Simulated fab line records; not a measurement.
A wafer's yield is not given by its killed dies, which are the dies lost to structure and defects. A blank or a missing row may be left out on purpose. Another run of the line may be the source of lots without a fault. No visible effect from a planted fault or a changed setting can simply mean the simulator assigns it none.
fab line records -- flow gf180mcu
record lots=12, wafers=36, last_day=33
route steps=602 shown DUAL_GATE@143 SAB@274 M1@332 V1@336
lots untouched by any fault: they come from a run of this same line in which no faults occurred
start_h: hours from the record's first day to the start of the lot's first wafer shown -- wait_h: hours from the lot's prior step to this one -- " unchanged from the row above -- L1.1+2: several wafers, shown together as one row -- - no value, or no start given -- * or withheld: withheld -- < > ~ a bound
route shown NAME@n: a module of which the file shows steps, and the number in the route of the first -- usual: mean/standard deviation taken from wafers without a fault -- same: alike in all rows -- chamber/n: place in a boat -- sites: per-site readings -- _std_site: the values' standard deviation -- _edge_site: inner sites' mean taken away from outer sites' mean -- radius_mm: how far each site lies from the wafer's centre -- mask NAME#n: copy n -- behind: the most recent tool/chamber to have shaped the wafer -- hold: reason for holding the lot/hours on hold/outcome of the hold -- device: the transistor (n, p or np) that didn't switch -- end of line: the same wafers' tests at the end of the route -- for a step that has no rows: nothing shown but its recipe -- killed: dies that structure and defects cost at the first sort, which is not the same as the wafer's yield -- map: a wafer's dies, marking killed ones x, the rest . and places with no die _
set.NAME: setting as actually run; set.NAME@STEP: the setting as run at that earlier step -- model.NAME: the simulator's own value behind a step, which no gauge read
a sample of lots followed through the steps of the route, with each step as a table and each wafer as a row
services: when a tool's chamber went out of use (start_h, in hours from the record's first day, below 0 if earlier), for how many hours, and the reason
## steps
# step GF_DUAL_GATE_OXIDATION_02
# recipe temp_c=900, ambient=O2, stabilise_s=600, purge_s=300, target_thk_a=108.87, ox_time_s=1602
# usual spike_tc_bottom_C=919.1/0.95, spike_tc_centre_C=902.0/1, spike_tc_lower_C=901.2/1, spike_tc_top_C=911.9/1, spike_tc_upper_C=900.0/1.1, tube_center_temp_C=900.01/0.091, tube_center_temp_C_max=902.3/0.38, zone_power_bottom_pct=29.1/0.33, zone_power_upper_pct=18.1/0.4
lot.wafer,tool,chamber,start_h,wait_h,spike_tc_bottom_C,spike_tc_centre_C,spike_tc_lower_C,spike_tc_top_C,spike_tc_upper_C,tube_center_temp_C,tube_center_temp_C_max,zone_power_bottom_pct,zone_power_upper_pct
L830.1,furnace-02,0,160.13,0.1,918.9,899.8,902.2,912.4,900.5,899.91,902.6,29.0,18.0
L830.5,furnace-02,0,160.13,0.1,919.0,900.6,899.5,912.2,901.0,899.81,901.8,29.1,18.4
L830.6,furnace-02,0,160.13,0.1,917.5,902.2,902.0,912.4,899.8,900.1,902.6,29.0,18.6
L831.1,furnace-02,0,166.51,0.1,918.4,904.0,900.5,911.6,900.6,900.03,901.9,29.0,18.6
L831.3,furnace-02,0,166.51,0.1,919.2,902.3,902.0,911.4,900.4,900.06,902.7,29.4,18.5
L831.4,furnace-02,0,166.51,0.1,919.2,899.5,902.6,911.6,899.3,899.97,902.5,28.9,18.5
L832.1,furnace-01,0,169.65,0.0,919.5,902.6,902.2,910.4,900.1,899.87,902.1,29.2,17.7
L832.3,furnace-01,0,169.65,0.0,920.3,902.5,902.0,912.0,899.9,900.12,902.0,29.3,17.5
L832.6,furnace-01,0,169.65,0.0,920.1,902.1,903.9,912.4,901.3,899.99,902.5,28.8,17.6
L833.1,furnace-02,0,179.58,0.0,919.2,901.0,901.4,911.5,898.8,899.98,902.5,29.3,18.4
L833.3,furnace-02,0,179.58,0.0,917.9,902.4,900.8,910.2,899.7,900.07,902.9,29.2,18.4
L833.5,furnace-02,0,179.58,0.0,917.1,901.5,900.8,910.2,900.4,900.04,902.3,28.9,18.7
L835.1,furnace-02,0,197.84,0.0,918.5,901.7,901.8,913.0,900.4,900.09,902.1,29.7,18.2
L835.5,furnace-02,0,197.84,0.0,918.4,902.9,901.0,911.7,899.7,899.89,902.2,28.8,18.6
L835.6,furnace-02,0,197.84,0.0,918.7,903.0,901.2,911.6,899.2,899.9,902.6,29.5,18.4
L838.3,furnace-01,0,213.06,0.0,920.8,902.7,899.9,911.4,899.4,899.89,902.4,28.5,17.7
L838.4,furnace-01,0,213.06,0.0,919.3,902.5,903.0,911.1,898.4,899.91,902.2,29.0,17.8
L838.6,furnace-01,0,213.06,0.0,919.8,902.8,899.9,912.6,899.9,900.09,902.6,29.2,17.3
L841.1,furnace-02,0,236.10,0.0,918.7,901.9,900.9,912.5,898.8,900,902.4,29.0,18.2
L841.3,furnace-02,0,236.10,0.0,918.9,902.6,901.2,912.1,900.8,899.97,902.1,29.1,18.4
L841.6,furnace-02,0,236.10,0.0,918.9,900.9,901.2,911.3,899.7,899.96,902.4,29.1,18.4
L842.2,furnace-02,0,244.60,0.0,919.5,901.1,901.1,911.5,899.8,899.97,902.2,29.2,18.7
L842.4,furnace-02,0,244.60,0.0,918.1,900.8,901.2,912.2,901.2,900,902.2,29.2,18.1
L842.5,furnace-02,0,244.60,0.0,920.4,903.4,899.8,910.7,900.8,899.97,901.9,29.4,18.4
L846.3,furnace-01,0,267.60,0.1,919.3,903.4,902.1,913.1,899.4,899.99,902.7,29.2,17.9
L846.5,furnace-01,0,267.60,0.1,918.4,901.7,900.1,911.6,899.7,899.87,902.0,29.0,17.6
L846.6,furnace-01,0,267.60,0.1,919.5,903.1,901.2,914.0,899.7,899.9,902.1,28.8,17.5
L847.1,furnace-02,0,273.52,0.2,963.9,946.6,945.7,956.0,944.7,945.35,947.7,32.4,20.5
L847.4,furnace-02,0,273.52,0.2,964.4,947.4,945.6,958.3,944.0,945.22,947.5,33.5,20.2
L847.6,furnace-02,0,273.52,0.2,963.1,948.0,946.2,957.2,943.9,945.45,948.4,33.0,20.7
L848.1,furnace-02,0,281.51,0.4,965.7,946.8,945.8,957.5,945.9,945.44,948.4,32.4,20.4
L848.2,furnace-02,0,281.51,0.4,965.4,947.7,945.6,957.3,945.9,945.42,947.5,32.5,20.7
L848.5,furnace-02,0,281.51,0.4,964.3,948.8,947.1,956.4,943.8,945.36,948.4,32.4,20.7
L850.1,furnace-01,0,294.76,0.0,918.4,902.0,900.4,912.1,901.3,900.17,902.4,28.7,17.5
L850.3,furnace-01,0,294.76,0.0,918.8,901.0,901.2,913.3,899.4,899.99,902.4,29.7,17.7
L850.4,furnace-01,0,294.76,0.0,919.2,902.8,901.7,911.3,899.8,899.97,902.2,29.2,17.5
# step GF_DUAL_GATE_THK_MEAS_03
# recipe reads=SiO2_of_DUAL_GATE_OXIDATION_02
# usual DUAL_GATE_OXIDATION_00_THK=10.92/0.18
lot.wafer,tool,chamber,start_h,wait_h,DUAL_GATE_OXIDATION_00_THK[nm]
L830.1,film_metro-01,-,161.57,0.0,10.96
L830.5,film_metro-01,-,161.57,0.0,11.01
L830.6,film_metro-01,-,161.57,0.0,11.08
L831.1,film_metro-01,-,168.10,0.1,10.78
L831.3,film_metro-01,-,168.10,0.1,11.03
L831.4,film_metro-01,-,168.10,0.1,10.94
L832.1,film_metro-01,-,171.10,0.0,10.67
L832.3,film_metro-01,-,171.10,0.0,10.74
L832.6,film_metro-01,-,171.10,0.0,10.68
L833.1,film_metro-01,-,181.03,0.0,10.71
L833.3,film_metro-01,-,181.03,0.0,10.72
L833.5,film_metro-01,-,181.03,0.0,10.58
L835.1,film_metro-03,-,199.28,0.0,10.92
L835.5,film_metro-03,-,199.28,0.0,10.79
L835.6,film_metro-03,-,199.28,0.0,10.77
L838.3,film_metro-03,-,214.53,0.0,10.96
L838.4,film_metro-03,-,214.53,0.0,11.02
L838.6,film_metro-03,-,214.53,0.0,11.03
L841.1,film_metro-04,-,237.54,0.0,10.74
L841.3,film_metro-04,-,237.54,0.0,10.85
L841.6,film_metro-04,-,237.54,0.0,10.69
L842.2,film_metro-01,-,246.05,0.0,10.90
L842.4,film_metro-01,-,246.05,0.0,10.97
L842.5,film_metro-01,-,246.05,0.0,11.12
L846.3,film_metro-01,-,269.06,0.0,10.95
L846.5,film_metro-01,-,269.06,0.0,11.14
L846.6,film_metro-01,-,269.06,0.0,11.06
L847.1,film_metro-04,-,274.96,0.0,17.26
L847.4,film_metro-04,-,274.96,0.0,17.36
L847.6,film_metro-04,-,274.96,0.0,17.43
L848.1,film_metro-01,-,282.96,0.0,17.56
L848.2,film_metro-01,-,282.96,0.0,17.49
L848.5,film_metro-01,-,282.96,0.0,17.58
L850.1,film_metro-01,-,296.21,0.0,10.94
L850.3,film_metro-01,-,296.21,0.0,10.83
L850.4,film_metro-01,-,296.21,0.0,11.14
# step GF_SAB_OVL_MEAS_10
# usual SAB_OVL=-0.2/1.4
lot.wafer,tool,chamber,start_h,wait_h,SAB_OVL[nm]
L830.1,overlay-02,-,340.62,0.1,-0.3
L830.5,overlay-02,-,340.62,0.1,-1.7
L830.6,overlay-02,-,340.62,0.1,-1.2
L831.1,overlay-02,-,349.77,0.1,-2.1
L831.3,overlay-02,-,349.77,0.1,-2.3
L831.4,overlay-02,-,349.77,0.1,-3.5
L832.1,overlay-01,-,356.22,0.1,-0.6
L832.3,overlay-01,-,356.22,0.1,-1.7
L832.6,overlay-01,-,356.22,0.1,-1.0
L833.1,overlay-02,-,380.57,0.1,0.7
L833.3,overlay-02,-,380.57,0.1,1.0
L833.5,overlay-02,-,380.57,0.1,-0.6
L835.1,overlay-01,-,391.72,0.1,0.6
L835.5,overlay-01,-,391.72,0.1,-0.7
L835.6,overlay-01,-,391.72,0.1,0.3
L838.3,overlay-02,-,408.87,0.1,1.2
L838.4,overlay-02,-,408.87,0.1,0.7
L838.6,overlay-02,-,408.87,0.1,2.1
L841.1,overlay-01,-,442.22,0.1,1.6
L841.3,overlay-01,-,442.22,0.1,1.4
L841.6,overlay-01,-,442.22,0.1,-1.8
L842.2,overlay-01,-,451.08,0.1,-2.3
L842.4,overlay-01,-,451.08,0.1,0.0
L842.5,overlay-01,-,451.08,0.1,-0.8
L846.3,overlay-02,-,479.62,0.1,-1.5
L846.5,overlay-02,-,479.62,0.1,-0.5
L846.6,overlay-02,-,479.62,0.1,-1.8
L847.1,overlay-01,-,486.67,0.1,0.7
L847.4,overlay-01,-,486.67,0.1,-0.6
L847.6,overlay-01,-,486.67,0.1,0.6
L848.1,overlay-01,-,494.02,0.1,-0.6
L848.2,overlay-01,-,494.02,0.1,0.0
L848.5,overlay-01,-,494.02,0.1,-0.3
L850.1,overlay-01,-,512.87,0.1,-0.2
L850.3,overlay-01,-,512.87,0.1,1.0
L850.4,overlay-01,-,512.87,0.1,0.0
# step GF_M1_STRIP_17
# recipe chemistry=O2/N2, power_w=1400, pressure_mtorr=1500, platen_temp_c=250, o2_flow_sccm=3000, n2_flow_sccm=300, overash_fraction=0.5
# usual drypump_motor_current_A=5.91/0.16, heater_power_w=310/49, oes_product_au=0.557/0.0045, strip_time_to_endpoint_s=7.85/0.048
lot.wafer,tool,chamber,start_h,wait_h,drypump_motor_current_A,heater_power_w,oes_product_au,rf_hours_counter_h,strip_time_to_endpoint_s
L830.1,plasma_asher-03,1,388.12,0.1,6.12,318,0.560,73,7.84
L830.5,plasma_asher-03,1,388.12,0.1,6.13,319,0.555,-,7.83
L830.6,plasma_asher-03,0,388.12,0.1,5.77,256,0.555,-,7.83
L831.1,plasma_asher-02,0,397.75,0.1,6.00,269,0.566,29,7.88
L831.3,plasma_asher-02,1,397.75,0.1,5.61,303,0.549,-,7.85
L831.4,plasma_asher-02,0,397.75,0.1,6.02,267,0.550,-,7.83
L832.1,plasma_asher-03,0,403.90,0.1,5.72,261,0.552,75,7.86
L832.3,plasma_asher-03,0,403.90,0.1,5.72,260,0.554,-,7.84
L832.6,plasma_asher-03,0,403.90,0.1,5.77,264,0.551,-,7.92
L833.1,plasma_asher-03,1,428.34,0.1,6.08,330,0.561,78,7.89
L833.3,plasma_asher-03,0,428.34,0.1,5.79,260,0.564,-,7.91
L833.5,plasma_asher-03,1,428.34,0.1,6.08,327,0.559,-,7.86
L835.1,plasma_asher-02,0,440.69,0.1,6.03,274,0.561,33,7.90
L835.5,plasma_asher-02,0,440.69,0.1,5.98,277,0.550,-,7.86
L835.6,plasma_asher-02,1,440.69,0.1,5.63,306,0.567,-,7.91
L838.3,plasma_asher-03,1,460.82,0.1,6.12,315,0.555,-,7.86
L838.4,plasma_asher-03,0,460.82,0.1,5.75,263,0.552,-,7.89
L838.6,plasma_asher-03,1,460.82,0.1,6.11,312,0.551,-,7.89
L841.1,plasma_asher-03,0,494.09,0.1,5.77,257,0.555,86,7.94
L841.3,plasma_asher-03,1,494.09,0.1,6.09,322,0.564,-,7.97
L841.6,plasma_asher-03,0,494.09,0.1,5.73,249,0.554,-,7.93
L842.2,plasma_asher-03,0,502.77,0.1,5.80,252,0.556,87,7.87
L842.4,plasma_asher-03,1,502.77,0.1,6.09,322,0.559,-,7.91
L842.5,plasma_asher-03,0,502.77,0.1,5.76,249,0.561,-,7.94
L846.3,plasma_asher-03,0,530.00,0.1,5.79,261,0.550,-,7.80
L846.5,plasma_asher-03,0,530.00,0.1,5.76,262,0.556,-,7.77
L846.6,plasma_asher-03,1,530.00,0.1,6.10,319,0.555,-,7.75
L847.1,plasma_asher-03,0,537.65,0.1,5.75,267,0.554,92,7.91
L847.4,plasma_asher-03,1,537.65,0.1,6.12,325,0.562,-,7.92
L847.6,plasma_asher-03,0,537.65,0.1,5.73,256,0.557,-,7.92
L848.1,plasma_asher-03,1,542.80,0.1,6.10,319,0.554,92,7.80
L848.2,plasma_asher-03,0,542.80,0.1,5.74,263,0.561,92,7.80
L848.5,plasma_asher-03,0,542.80,0.1,5.76,254,0.558,-,7.77
L850.1,plasma_asher-03,1,561.54,0.1,6.10,317,0.561,95,7.82
L850.3,plasma_asher-03,1,561.54,0.1,6.11,320,0.555,-,7.83
L850.4,plasma_asher-03,0,561.54,0.1,5.79,249,0.568,-,7.85
# step GF_V1_THK_MEAS_01
# recipe reads=SiO2_of_V1_CVD_00
# usual V1_CVD_00_THK=599/5.1
lot.wafer,tool,chamber,start_h,wait_h,V1_CVD_00_THK[nm]
L830.1,film_metro-03,-,388.73,0.0,605
L830.5,film_metro-03,-,388.73,0.0,600
L830.6,film_metro-03,-,388.73,0.0,607
L831.1,film_metro-04,-,398.41,0.0,595
L831.3,film_metro-04,-,398.41,0.0,601
L831.4,film_metro-04,-,398.41,0.0,597
L832.1,film_metro-03,-,404.55,0.0,591
L832.3,film_metro-03,-,404.55,0.0,599
L832.6,film_metro-03,-,404.55,0.0,594
L833.1,film_metro-03,-,428.94,0.0,593
L833.3,film_metro-03,-,428.94,0.0,600
L833.5,film_metro-03,-,428.94,0.0,596
L835.1,film_metro-01,-,441.30,0.0,607
L835.5,film_metro-01,-,441.30,0.0,591
L835.6,film_metro-01,-,441.30,0.0,600
L838.3,film_metro-01,-,461.41,0.1,601
L838.4,film_metro-01,-,461.41,0.1,599
L838.6,film_metro-01,-,461.41,0.1,602
L841.1,film_metro-03,-,494.72,0.0,595
L841.3,film_metro-03,-,494.72,0.0,586
L841.6,film_metro-03,-,494.72,0.0,589
L842.2,film_metro-03,-,503.72,0.0,596
L842.4,film_metro-03,-,503.72,0.0,602
L842.5,film_metro-03,-,503.72,0.0,607
L846.3,film_metro-01,-,530.60,0.1,599
L846.5,film_metro-01,-,530.60,0.1,600
L846.6,film_metro-01,-,530.60,0.1,600
L847.1,film_metro-01,-,538.26,0.0,607
L847.4,film_metro-01,-,538.26,0.0,590
L847.6,film_metro-01,-,538.26,0.0,602
L848.1,film_metro-01,-,543.41,0.0,597
L848.2,film_metro-01,-,543.41,0.0,597
L848.5,film_metro-01,-,543.41,0.0,600
L850.1,film_metro-01,-,562.14,0.0,593
L850.3,film_metro-01,-,562.14,0.0,596
L850.4,film_metro-01,-,562.14,0.0,591
## services
tool,chamber,start_h,hours,kind
plasma_asher-02,-,137.76,1.3,repair
furnace-02,-,138.30,3.1,pm
plasma_asher-02,-,187.70,2.2,repair
furnace-01,-,188.05,3.7,pm
furnace-02,-,216.32,4.5,repair
furnace-02,-,220.83,3.0,pm
furnace-01,-,274.79,3.6,pm
furnace-01,-,299.24,3.6,repair
furnace-01,-,356.08,4.8,pm
furnace-01,-,362.84,58.6,repair
furnace-02,-,411.19,3.7,pm
furnace-02,-,421.70,3.9,pm
plasma_asher-03,-,423.43,1.2,repair
furnace-02,-,437.92,5.0,pm
plasma_asher-02,-,456.09,0.3,repair
plasma_asher-02,-,486.93,18.6,pm
furnace-02,-,500.18,42.5,pm
plasma_asher-02,-,515.60,1.2,repair
furnace-01,-,542.69,3.9,pm
furnace-02,-,553.32,3.6,pm
furnace-01,-,557.76,2.4,pm
## key
first_sign step=GF_DUAL_GATE_OXIDATION_02, reading=tube_center_temp_C, direction=up, sigmas=99+, usual=*, struck=*
effect step=GF_DUAL_GATE_OXIDATION_02, reading=tube_center_temp_C_max, direction=up, sigmas=99+, usual=*, struck=*
effect step=GF_DUAL_GATE_THK_MEAS_03, reading=DUAL_GATE_OXIDATION_00_THK, direction=up, sigmas=36, usual=10.92, struck=17.45
met_at GF_DUAL_GATE_OXIDATION_02
struck_lots L847,L848
tester_left_out L847,L848
not_acting_at GF_SAB_OVL_MEAS_10,GF_M1_STRIP_17,GF_V1_THK_MEAS_01
onset_between 244.60 273.52
fault kind=process_parameter_drift, tool=furnace-02, chamber=-, onset_h=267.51, steps=GF_DUAL_GATE_OXIDATION_02, channel=temp_c, offset=*, shape=step, end_h=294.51, acts_in=*, stated=*
# tester_left_out: of these lots the tester's yield and bins aren't shown, on N5 and GAA mostly nor the transistor test; their killed dies are dies lost to structure and defects alone, not to doping, threshold or leakage, so they don't give the yield
